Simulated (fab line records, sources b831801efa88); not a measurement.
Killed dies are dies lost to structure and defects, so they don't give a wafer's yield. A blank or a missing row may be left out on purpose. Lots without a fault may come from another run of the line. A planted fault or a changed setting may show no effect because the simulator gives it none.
Which tool did it? | flow sky130 | 11 lots, 33 wafers sampled, at 4 steps of a route of 708

WHAT THE GAUGES READ, wafer by wafer
SKY_PASSIVATION_THK_MEAS_03.
lot  | measured     | on            | PASSIVATION_CVD_02_THK (nm)
L767 | day 43 18:48 | film_metro-03 | 530 535 541
L768 | day 44 02:17 | film_metro-02 | 538 535 550
L769 | day 44 03:17 | film_metro-01 | 537 529 538
L771 | day 45 00:28 | film_metro-01 | 534 537 545
L774 | day 45 21:01 | film_metro-02 | 537 537 549
L778 | day 46 22:08 | film_metro-02 | 540 542 542
L779 | day 47 03:25 | film_metro-02 | 587 596 600
L780 | day 47 16:01 | film_metro-02 | 608 598 599
L785 | day 48 10:17 | film_metro-02 | 529 540 547
L787 | day 48 19:28 | film_metro-03 | 540 539 535
L788 | day 49 01:32 | film_metro-03 | 540 550 542

WHICH TOOL RAN EACH LOT (tool, then ch and the chambers of the sampled wafers, then the start)
lot  | SKY_VIA4_CMP_02               | SKY_VIA4_CMP_21               | SKY_PASSIVATION_CVD_02
L767 | cmp-02 ch 1,2,3, day 41 17:17 | cmp-02 ch 0,2,3, day 42 18:16 | pecvd-01 ch 1,2, day 43 18:34
L768 | cmp-02 ch 0,1, day 42 01:08   | cmp-02 ch 1,2,3, day 43 02:19 | pecvd-01 ch 0,2, day 44 02:04
L769 | cmp-02 ch 1,2,3, day 42 02:23 | cmp-02 ch 0,1,3, day 43 02:49 | pecvd-04 ch 0,1,2, day 44 03:04
L771 | cmp-01 ch 0,1,2, day 43 00:21 | cmp-01 ch 0,1,3, day 44 00:19 | pecvd-01 ch 0,1, day 45 00:13
L774 | cmp-02 ch 0,2,3, day 43 23:28 | cmp-02 ch 0,2,3, day 44 22:43 | pecvd-01 ch 0,1, day 45 20:47
L778 | cmp-02 ch 1,2,3, day 45 02:07 | cmp-01 ch 0,1,3, day 46 00:40 | pecvd-04 ch 0,1,2, day 46 21:55
L779 | cmp-02 ch 0,1,3, day 45 08:17 | cmp-01 ch 0,1,2, day 46 06:38 | pecvd-04 ch 0,2, day 47 03:05
L780 | cmp-02 ch 0,3, day 45 20:22   | cmp-01 ch 2,3, day 46 18:11   | pecvd-04 ch 0,1,2, day 47 15:53
L785 | cmp-02 ch 0,2,3, day 46 16:35 | cmp-01 ch 1,2, day 47 13:28   | pecvd-01 ch 0,2, day 48 10:04
L787 | cmp-01 ch 1,2,3, day 47 02:11 | cmp-01 ch 0,1,2, day 47 23:04 | pecvd-02 ch 0,1,2, day 48 19:14
L788 | cmp-01 ch 0,1,2, day 47 09:05 | cmp-02 ch 2,3, day 48 05:33   | pecvd-01 ch 1,2, day 49 01:19
- SKY_VIA4_CMP_02: polishes SiO2.
- SKY_VIA4_CMP_21: polishes, stops on SiO2, t overpolish 25 s, target thk 0 nm.
- SKY_PASSIVATION_CVD_02: deposits Si3N4, target thk 540 nm.

WHAT THE TOOLS THEMSELVES READ (means of the sampled wafers that have a number; where no wafer has one, the mark that the record gives instead)
SKY_VIA4_CMP_02.
lot  | tool   | motor_current_A (A)
L767 | cmp-02 | 14.0
L768 | cmp-02 | 11.4
L769 | cmp-02 | 13.2
L771 | cmp-01 | 12.2
L774 | cmp-02 | 14.0
L778 | cmp-02 | 14.0
L779 | cmp-02 | 12.7
L780 | cmp-02 | 14.1
L785 | cmp-02 | 14.1
L787 | cmp-01 | 12.1
L788 | cmp-01 | 12.0

SKY_VIA4_CMP_21.
lot  | tool   | motor_current_A (A) | overpolish_run_s (s) | time_to_endpoint_s (s)
L767 | cmp-02 | 12.5                | 24.995               | 118
L768 | cmp-02 | 12.5                | 25.006               | 120
L769 | cmp-02 | 11.9                | 25.000               | 122
L771 | cmp-01 | 10.7                | 25.000               | 119
L774 | cmp-02 | 12.2                | 24.998               | 122
L778 | cmp-01 | 10.6                | 25.000               | 121
L779 | cmp-01 | 11.3                | 25.008               | 124
L780 | cmp-01 | 11.0                | 25.000               | 118
L785 | cmp-01 | 11.4                | 25.007               | 124
L787 | cmp-01 | 11.0                | 24.996               | 120
L788 | cmp-02 | 13.7                | 24.999               | 116

SKY_PASSIVATION_CVD_02.
lot  | tool     | heater_power_w (W) | rf_fwd_power_W (W)
L767 | pecvd-01 | 715                | 450.5
L768 | pecvd-01 | 706                | 449.4
L769 | pecvd-04 | 746                | 450.1
L771 | pecvd-01 | 734                | 448.3
L774 | pecvd-01 | 716                | 448.6
L778 | pecvd-04 | 795                | 448.5
L779 | pecvd-04 | 690                | 629.8
L780 | pecvd-04 | 748                | 629.9
L785 | pecvd-01 | 704                | 450.8
L787 | pecvd-02 | 750                | 447.9
L788 | pecvd-01 | 683                | 449.5

THE ANSWER, worked out from the rows above alone
Rule: what is usual is taken from the lots themselves. Put in order of their means at a reading, lots are off if they are a third of the lots or fewer, leave a main group of 4 or more, and stand apart from it by a gap of 3 or more times the standard deviation of the main group's means; of several such gaps the widest counts. A main group whose means are all the same, to the digits that the tables above print for the reading, isn't used. A lot without any number at a reading at which 4 lots or more have one is off too. The other lots that the step has rows for count as sound. The gauges are gone through in route order, then the tools' own readings, and for those a lot's mean is taken as printed above. The first step at which some lot is off is used, and at that step the reading that is off furthest; a lot without a number counts as furthest.
Off: L779, L780, at SKY_PASSIVATION_THK_MEAS_03 (PASSIVATION_CVD_02_THK). The main group: mean 539 nm, standard deviation 2.8.
A tool fits if, at a process step before that reading, it ran every lot that is off, and no sound lot after the first of them. The gauges at SKY_PASSIVATION_THK_MEAS_03 aren't tried: what is off there is off at SKY_PASSIVATION_CVD_02 too, on other tools, and a gauge's error can't cause that. One fits: pecvd-04 at SKY_PASSIVATION_CVD_02. Its last sound lot is L778 (day 46 21:55), its first lot that is off L779 (day 47 03:05): a fault that began between those two fits.
The tool's own readings at SKY_PASSIVATION_CVD_02 bear it out: on the lots that are off they differ by more than 5 times the standard deviation of the sound lots' means. rf_fwd_power_W reads 629.8 W there against 449.3 W on the sound lots.

WHAT THE SIMULATOR HAD PUT IN
Process parameter drift: pecvd-04, from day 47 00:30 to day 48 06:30, at SKY_PASSIVATION_CVD_02. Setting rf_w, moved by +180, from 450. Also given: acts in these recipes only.
Lots struck among those shown: L779, L780. The rule above found the same.
